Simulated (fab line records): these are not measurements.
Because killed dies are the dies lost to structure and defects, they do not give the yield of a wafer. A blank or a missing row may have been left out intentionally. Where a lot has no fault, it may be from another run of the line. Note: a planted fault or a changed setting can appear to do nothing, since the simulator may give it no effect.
Which tool is to blame? ; flow gf180mcu ; 7 lots, 21 wafers sampled, at 5 steps of a route of 602

## WHAT THE GAUGES READ, wafer by wafer
GF_V3_BOW_MEAS_05.
lot;measured;on;V3_BOW (um)
L239;day 23 12:24;filmMetro-04;119 115 115
L241;day 23 22:55;filmMetro-04;122 111 111
L244;day 24 17:22;filmMetro-04;77 89 80
L246;day 25 10:28;filmMetro-02;97 93 93
L251;day 26 21:52;filmMetro-02;108 115 115
L255;day 27 16:48;filmMetro-03;108 133 108
L257;day 28 13:05;filmMetro-04;92 99 88

## WHICH TOOL RAN EACH LOT (tool, then ch and the chambers of the sampled wafers, then the start)
lot;GF_V2_ETCH_17;GF_V2_CVD_23;GF_M3_STRIP_17;GF_V3_CVD_00
L239;rieDiel-04 ch 0,1,2, day 22 10:56 or earlier;cvdW-01 ch 0,1, day 22 10:56;plasmaAsher-04 ch 0,1, day 23 10:55;hdpcvd-01 ch 1,2, day 23 11:49
L241;rieDiel-03 ch 0,1, day 22 21:56 or earlier;cvdW-01 ch 0,1, day 22 21:56;plasmaAsher-03 ch 0,1, day 23 21:41;hdpcvd-01 ch 0,1, day 23 22:21
L244;rieDiel-01 ch 0,2, day 23 16:54 or earlier;cvdW-01 ch 1, day 23 16:54;plasmaAsher-03 ch 1, day 24 16:11;hdpcvd-01 ch 0,1,2, day 24 16:46
L246;rieDiel-04 ch 2,3, day 24 10:35 or earlier;cvdW-01 ch 0,1, day 24 10:35;plasmaAsher-01 ch 0,1, day 25 09:20;hdpcvd-02 ch 0,1, day 25 09:53
L251;rieDiel-01 ch 0,1,3, day 25 23:23 or earlier;cvdW-01 ch 0,1, day 25 23:23;plasmaAsher-03 ch 0,1, day 26 20:46;hdpcvd-02 ch 0,2, day 26 21:16
L255;rieDiel-03 ch 0,1,3, day 26 19:02 or earlier;cvdW-02 ch 0,1, day 26 19:02;plasmaAsher-03 ch 0,1, day 27 15:39;hdpcvd-02 ch 1,2, day 27 16:13
L257;rieDiel-03 ch 0,1, day 27 15:48 or earlier;cvdW-02 ch 0,1, day 27 15:48;plasmaAsher-01 ch 0,1, day 28 11:59;hdpcvd-02 ch 0,1,2, day 28 12:29
- GF_V2_ETCH_17: etches SiO2 in C4F8/O2/Ar, stops on TiN, target depth 630 nm.
- GF_V2_CVD_23: deposits W, target thk 350 nm, time 104.94 s.
- GF_M3_STRIP_17: strips in O2/N2.
- GF_V3_CVD_00: deposits SiO2, target thk 600 nm, time 100 s.

## THE ANSWER, worked out from the rows above alone
Rule: the lots themselves supply what counts as usual. The widest of any qualifying gaps counts: lots, ordered by their means at a reading, are off when they make up no more than a third of the lots, leave a main group of 4 or more, and stand apart from it by 3 or more times the standard deviation of that group's means. A main group is skipped when, at the precision printed for the reading in the tables above, its means are all equal. A lot without any number at a reading at which 4 lots or more have one is off too. The other lots that the step has rows for count as sound.
None of the lots is off at any reading shown; this tells nothing.

## WHAT THE SIMULATOR PUT IN
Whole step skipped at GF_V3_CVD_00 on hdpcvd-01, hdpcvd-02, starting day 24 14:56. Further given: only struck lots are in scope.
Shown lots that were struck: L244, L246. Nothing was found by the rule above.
